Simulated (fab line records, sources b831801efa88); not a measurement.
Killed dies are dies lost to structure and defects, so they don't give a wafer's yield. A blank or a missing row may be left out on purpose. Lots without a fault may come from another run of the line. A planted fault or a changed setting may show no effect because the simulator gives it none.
Which tool did it? | flow gf180mcu | 12 lots, 36 wafers sampled, at 6 steps of a route of 602

WHAT THE GAUGES READ, wafer by wafer
GF_VT_IMPLANT_OVL_MEAS_18. Usual: VT_IMPLANT_01_OVL -0.7 nm, standard deviation 1.4.
lot  | measured     | on         | VT_IMPLANT_01_OVL (nm) | flag
L143 | day 6 07:41  | overlay-01 | 0.7 0.8 2.1            |
L144 | day 6 14:46  | overlay-02 | -1.4 -3.2 -1.9         |
L145 | day 6 23:04  | overlay-02 | -2.4 -3.2 -2.3         |
L146 | day 7 02:41  | overlay-02 | -0.5 -2.4 -1.5         |
L147 | day 7 10:01  | overlay-02 | -2.4 -2.4 -1.7         |
L149 | day 8 00:52  | overlay-01 | 1.2 0.4 1.4            |
L150 | day 8 08:01  | overlay-02 | -2.5 -1.5 -1.5         |
L152 | day 8 21:22  | overlay-02 | -2.5 -2.9 -2.0         |
L153 | day 9 02:28  | overlay-02 | -2.0 -1.7 -2.4         |
L163 | day 11 14:04 | overlay-02 | -1.3 -1.7 1.4          |
L165 | day 12 01:46 | overlay-02 | -0.9 -1.0 -1.7         |
L166 | day 12 10:46 | overlay-02 | -2.4 -3.1 0.1          |

GF_DUAL_GATE_OVL_MEAS_11. Usual: DUAL_GATE_OVL 0.1 nm, standard deviation 1.6.
lot  | measured     | on         | DUAL_GATE_OVL (nm) | flag
L143 | day 8 10:53  | overlay-02 | -1.4 -2.4 0.9      |
L144 | day 8 18:40  | overlay-01 | -0.6 -2.3 -1.3     |
L145 | day 9 03:25  | overlay-02 | -2.8 -0.8 -0.4     |
L146 | day 9 08:05  | overlay-01 | 1.4 0.4 3.2        |
L147 | day 9 16:43  | overlay-01 | -0.9 0.2 1.8       |
L149 | day 10 09:16 | overlay-01 | 1.1 1.8 0.0        |
L150 | day 11 00:55 | overlay-02 | 0.3 -1.5 0.0       |
L152 | day 11 08:04 | overlay-01 | 5.1 3.5 5.8        |
L153 | day 11 14:46 | overlay-01 | 0.2 0.1 1.7        |
L163 | day 14 03:58 | overlay-01 | 0.8 0.4 1.9        |
L165 | day 14 22:49 | overlay-01 | 0.3 -0.9 -0.2      |
L166 | day 15 04:40 | overlay-01 | -2.1 -2.0 -1.2     |

GF_HV_LDD_CD_MEAS_07: target cd 400 nm. Usual: cd_nm 399.6 nm, standard deviation 2.4.
lot  | measured     | on        | cd_nm (nm)        | flag
L143 | day 10 02:44 | cd_sem-02 | 400.8 400.1 400.4 |
L144 | day 10 11:55 | cd_sem-02 | 396.3 396.9 394.7 |
L145 | day 10 19:58 | cd_sem-02 | 396.9 395.7 396.0 |
L146 | day 11 07:10 | cd_sem-02 | 399.2 397.3 398.3 |
L147 | day 11 13:52 | cd_sem-02 | 399.9 402.3 398.0 |
L149 | day 12 07:16 | cd_sem-02 | 402.5 401.4 402.7 |
L150 | day 12 23:04 | cd_sem-02 | 398.3 397.7 397.5 |
L152 | day 13 02:58 | cd_sem-02 | 398.2 398.0 400.5 |
L153 | day 13 11:53 | cd_sem-02 | 400.9 397.9 398.0 |
L163 | day 16 06:31 | cd_sem-02 | - - -             | OFF
L165 | day 17 01:37 | cd_sem-01 | 401.9 403.8 402.3 |
L166 | day 17 08:23 | cd_sem-01 | 400.8 401.4 397.8 |

GF_HV_LDD_TW_MEAS_11. Usual: HV_LDD_TW 2403, standard deviation 14.
lot  | measured     | on            | HV_LDD_TW         | flag
L143 | day 10 03:08 | film_metro-02 | 2410 2393 2392    |
L144 | day 10 12:20 | film_metro-03 | 2410 2432 2409    |
L145 | day 10 20:23 | film_metro-03 | 2425 2413 2408    |
L146 | day 11 07:33 | film_metro-03 | 2388 2373 2384    |
L147 | day 11 14:17 | film_metro-03 | 2381 2383 2385    |
L149 | day 12 07:40 | film_metro-02 | 2379 2376 2386    |
L150 | day 12 23:29 | film_metro-03 | 2382 2404 2386    |
L152 | day 13 03:23 | film_metro-01 | 2418 2406 2399    |
L153 | day 13 12:17 | film_metro-02 | 2410 2405 2394    |
L163 | day 16 06:55 | film_metro-03 | 30 30 30 30 30 30 | OFF
L165 | day 17 02:01 | film_metro-01 | 2410 2410 2416    |
L166 | day 17 08:47 | film_metro-02 | 2369 2373 2380    |

WHICH TOOL RAN EACH LOT (tool, then ch and the chambers of the sampled wafers, then the start)
lot  | GF_HV_LDD_EXPOSE_04                 | GF_HV_LDD_STRIP_10
L143 | iline_stepper-01 ch 0, day 9 18:47  | plasma_asher-01 ch 0,1, day 10 03:02
L144 | iline_stepper-01 ch 0, day 10 03:25 | plasma_asher-01 ch 0,1, day 10 12:14
L145 | iline_stepper-01 ch 0, day 10 11:07 | plasma_asher-02 ch 0,1, day 10 20:17
L146 | iline_stepper-02 ch 0, day 10 21:20 | plasma_asher-01 ch 0,1, day 11 07:28
L147 | iline_stepper-01 ch 0, day 11 04:21 | plasma_asher-01 ch 0,1, day 11 14:11
L149 | iline_stepper-01 ch 0, day 11 22:10 | plasma_asher-01 ch 0,1, day 12 07:34
L150 | iline_stepper-01 ch 0, day 12 13:25 | plasma_asher-02 ch 0,1, day 12 23:23
L152 | iline_stepper-01 ch 0, day 12 17:33 | plasma_asher-03 ch 0, day 13 03:17
L153 | iline_stepper-01 ch 0, day 13 01:38 | plasma_asher-03 ch 1, day 13 12:11
L163 | iline_stepper-01 ch 0, day 15 19:02 | plasma_asher-02 ch 0,1, day 16 06:49
L165 | iline_stepper-02 ch 0, day 16 14:35 | plasma_asher-02 ch 0,1, day 17 01:55
L166 | iline_stepper-01 ch 0, day 16 20:58 | plasma_asher-01 ch 0, day 17 08:41
- GF_HV_LDD_EXPOSE_04: exposes mask Nplus LV AREA, target cd 400 nm.
- GF_HV_LDD_STRIP_10: strips in O2/N2.

WHAT THE TOOLS THEMSELVES READ (means of the sampled wafers that have a number; where no wafer has one, the mark that the record gives instead)
GF_HV_LDD_STRIP_10. Usual: drypump_motor_current_A 6.0 A, standard deviation 0.48; heater_power_w 323 W, standard deviation 33; oes_product_au 0.716 a.u., standard deviation 0.0045; strip_time_to_endpoint_s 12.64 s, standard deviation 0.035.
lot  | tool            | drypump_motor_current_A (A) | heater_power_w (W) | oes_product_au (a.u.) | strip_time_to_endpoint_s (s) | flag
L143 | plasma_asher-01 | 5.7                         | 340                | 0.716                 | 12.66                        |
L144 | plasma_asher-01 | 5.7                         | 345                | 0.716                 | 12.70                        |
L145 | plasma_asher-02 | 6.3                         | 286                | 0.715                 | 12.63                        |
L146 | plasma_asher-01 | 5.7                         | 343                | 0.717                 | 12.72                        |
L147 | plasma_asher-01 | 6.0                         | 355                | 0.714                 | 12.65                        |
L149 | plasma_asher-01 | 5.7                         | 343                | 0.713                 | 12.65                        |
L150 | plasma_asher-02 | 6.0                         | 300                | 0.716                 | 12.60                        |
L152 | plasma_asher-03 | 6.6                         | 308                | 0.714                 | 12.65                        |
L153 | plasma_asher-03 | 5.7                         | 367                | 0.715                 | 12.64                        |
L163 | plasma_asher-02 | 6.0                         | 299                | 0.717                 | 12.58                        |
L165 | plasma_asher-02 | 6.0                         | 299                | 0.719                 | 12.58                        |
L166 | plasma_asher-01 | 5.3                         | 335                | 0.714                 | 12.62                        |

THE ANSWER, worked out from the rows above alone
Rule: a lot is off if the mean of its wafers that have a number lies more than 3 standard deviations from the usual mean. A lot without any number at a reading at which 4 lots or more have one is off too. The other lots that the step has rows for count as sound. The gauges are gone through in route order, then the tools' own readings, and for those a lot's mean is taken as printed above. The first step at which some lot is off is used, and at that step the reading that is off furthest; a lot without a number counts as furthest.
Off: L163, at GF_HV_LDD_CD_MEAS_07 (cd_nm). Without a number there: L163.
A tool fits if, at a process step before that reading, it ran every lot that is off, and no sound lot after the first of them. The gauges at GF_HV_LDD_CD_MEAS_07 aren't tried: what is off there is off at GF_HV_LDD_TW_MEAS_11 too, on other tools, and a gauge's error can't cause that. None of those tried fits.

WHAT THE SIMULATOR HAD PUT IN
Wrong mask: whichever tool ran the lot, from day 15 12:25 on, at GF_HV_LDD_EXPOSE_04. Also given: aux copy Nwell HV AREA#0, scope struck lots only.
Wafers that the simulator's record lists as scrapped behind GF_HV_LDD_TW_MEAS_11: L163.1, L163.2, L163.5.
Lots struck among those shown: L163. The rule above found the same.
